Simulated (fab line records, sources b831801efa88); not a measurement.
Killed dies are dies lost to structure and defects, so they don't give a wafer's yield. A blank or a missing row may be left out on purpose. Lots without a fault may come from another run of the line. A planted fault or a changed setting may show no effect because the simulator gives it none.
One fault seen from 2 desks | flow gf180mcu | each desk has only its own numbers; what lay behind them comes last

THE TOOL OWNER'S DESK: pvd_sputter-02
The tool's own readings at GF_M1_SPUTTER_04 (material TiN, target thk 50 nm, time 41.7 s): means of the sampled wafers that have a number, for each lot that ran on this tool. A lot is out of limits, marked OUT, if its mean lies more than 4 standard deviations from the usual mean; the brackets give that distance.
Columns: A = throttle_valve_pct at GF_M1_SPUTTER_04, usual 29.9 %
lot  | first seen here | A
L623 | day 18 12:13    | 29.5
L626 | day 19 19:39    | 29.5
L636 | day 23 05:44    | 29.8
L638 | day 24 03:10    | 30.3
This desk's finding: nothing out of limits on any of the 4 lots.

THE METROLOGY DESK
What the gauges read, lot by lot, whatever tool the lot ran on: means of the sampled wafers that have a number. A lot is out of limits, marked OUT, if its mean lies more than 4 standard deviations from the usual mean; the brackets give that distance. Of its 9 readings 7 are shown: those that lie furthest out on some lot.
Columns: A = CONTACT_W_RS at GF_CONTACT_RS_MEAS_25, usual 0.384 ohm/sq; B = CONTACT_W_THK at GF_CONTACT_THK_MEAS_26, usual 314 nm; C = M1_ALCU_RS at GF_M1_RS_MEAS_05, usual 0.0693 ohm/sq; D = M1_ALCU_THK at GF_M1_THK_MEAS_06, usual 446 nm; E = cd_nm at GF_M1_CD_MEAS_14, usual 230.3 nm; F = V1_CVD_00_THK at GF_V1_THK_MEAS_01, usual 600 nm; G = V1_BOW at GF_V1_BOW_MEAS_05, usual 84 um
lot  | first seen here | A     | B   | C      | D   | E     | F   | G
L621 | day 17 18:56    | 0.383 | 315 | 0.0700 | 445 | 229.0 | 601 | 82
L623 | day 18 11:34    | 0.378 | 318 | 0.0693 | 446 | 230.3 | 603 | 91
L626 | day 19 18:59    | 0.388 | 308 | 0.0695 | 440 | 231.4 | 603 | 91
L636 | day 23 05:07    | 0.384 | 314 | 0.0690 | 448 | 229.2 | 608 | 79
L638 | day 24 02:31    | 0.382 | 317 | 0.0696 | 445 | 230.2 | 605 | 81
This desk's finding: nothing out of limits on any of the 5 lots.

PUT TOGETHER
The tool owner's desk saw nothing out of limits.
The metrology desk saw nothing out of limits.

WHAT THE SIMULATOR HAD PUT IN
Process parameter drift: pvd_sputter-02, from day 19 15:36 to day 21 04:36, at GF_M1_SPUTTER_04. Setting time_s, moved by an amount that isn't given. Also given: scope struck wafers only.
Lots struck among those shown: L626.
